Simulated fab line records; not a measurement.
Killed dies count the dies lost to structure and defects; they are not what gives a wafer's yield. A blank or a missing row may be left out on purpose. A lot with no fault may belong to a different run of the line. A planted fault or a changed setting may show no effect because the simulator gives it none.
A struck lot beside a sound one | flow sky130 | 15 steps out of a route of 708
Sound: these wafers, L579.2, L579.4, L579.6. Wafers L568.2, L568.3, L568.4 were the ones struck. The cause is given at the end.
For every step that has rows: the tool of each side, followed by ch and its chambers, followed by its first start. Under that, the readings that differ: sound wafers | struck wafers | difference of the means | sigmas: that difference in standard deviations of wafers without a fault.
alike: readings whose means differ by less than 2 such deviations, and words and numbers that are the same on both sides. not compared: withheld readings, readings that some wafer has no value for, bounds like >300 that may hide the same value, and numbers for which the record gives no deviation and whose values overlap.
Wherever a step has rows on one side only, a row that says differs or no value, or a row with sigmas, the two part there. Numbers that don't overlap but have no deviation are shown without sigmas and don't part them. A reading that every wafer of one side lacks parts them only if that side has two wafers or more.

first, 4 steps without rows for these wafers: SKY_LDD_HVP_SOFTBAKE_03 (time 60 s); SKY_LDD_HVP_EXPOSE_04 (exposes mask HVPTM, target cd 700 nm); SKY_LDD_HVP_PEB_05; SKY_LDD_HVP_DEVELOP_06 (develop time 60 s).
SKY_LDD_HVP_OVL_MEAS_07:
  sound: overlay-01 at day 27 15:08; struck: overlay-02 at day 24 04:17
  alike: LDD_HVP_OVL
after that, 1 step had no rows for these wafers: SKY_LDD_HVP_IMPLANT_08.
SKY_LDD_HVP_STRIP_09: strips in O2/N2.
  sound on plasma_asher-03 ch 0,1, day 27 15:19; struck on plasma_asher-01 ch 0,1, day 24 04:28
  alike: drypump_motor_current_A, oes_product_au, strip_time_to_endpoint_s
  not compared: rf_hours_counter_h
SKY_LDD_HVP_TW_MEAS_10:
  sound: film_metro-02 at day 27 15:25; struck: film_metro-04 at day 24 04:34
  alike: LDD_HVP_TW
then, 4 steps without rows for these wafers: SKY_LDD_LDN_DEHYDRATE_00 (time 60 s); SKY_LDD_LDN_HMDS_01 (prime time 60 s); SKY_LDD_LDN_COAT_02 (resist thk 1140 nm); SKY_LDD_LDN_SOFTBAKE_03 (time 60 s).
SKY_LDD_LDN_EXPOSE_04: exposes mask LDNTM, target cd 700 nm.
  sound on iline_stepper-02 ch 0, day 28 05:53; struck on iline_stepper-01 ch 0, day 24 18:43
  reading | sound                   | struck                           | difference | sigmas
  mask    | LDNTM#0 LDNTM#0 LDNTM#0 | LDNTM_R1#0 LDNTM_R1#0 LDNTM_R1#0 | differs    |
  alike: focus_offset_nm, stage_vel_mm_s
after that, 1 step had no rows for these wafers: SKY_LDD_LDN_PEB_05.
-- record jumps: 23 days separate the struck wafers' starts on either side; left off in module LDD_LDN, taken up again in module PAD_OPEN, whose first shown step is the route's number 708 --
SKY_PAD_OPEN_PROBE_99:
  sound: prober-02 at day 49 18:19; struck: prober-02 at day 47 11:05
  reading             | sound     | struck                                                                     | difference                   | sigmas
  hold                | - - -     | await_dispo/2.7h/release await_dispo/2.7h/release await_dispo/2.7h/release | no value on the sound wafers |
  killed_at_front_end | 18 9 13   | 103 110 108                                                                | +94                          | +21
  killed_dies         | 85 80 100 | 178 161 176                                                                | +83                          | +8
  killed_on_rim       | 17 16 26  | 27 28 40                                                                   | +12                          | +3
  alike: killed_at_M0_to_M3, killed_at_M4_up, killed_at_contacts, killed_at_other, killed_open, killed_short

== WHERE THEY PART ==
Earliest at SKY_LDD_LDN_EXPOSE_04; latest, in this record, at SKY_PAD_OPEN_PROBE_99.

WHY: whatever the simulator had introduced
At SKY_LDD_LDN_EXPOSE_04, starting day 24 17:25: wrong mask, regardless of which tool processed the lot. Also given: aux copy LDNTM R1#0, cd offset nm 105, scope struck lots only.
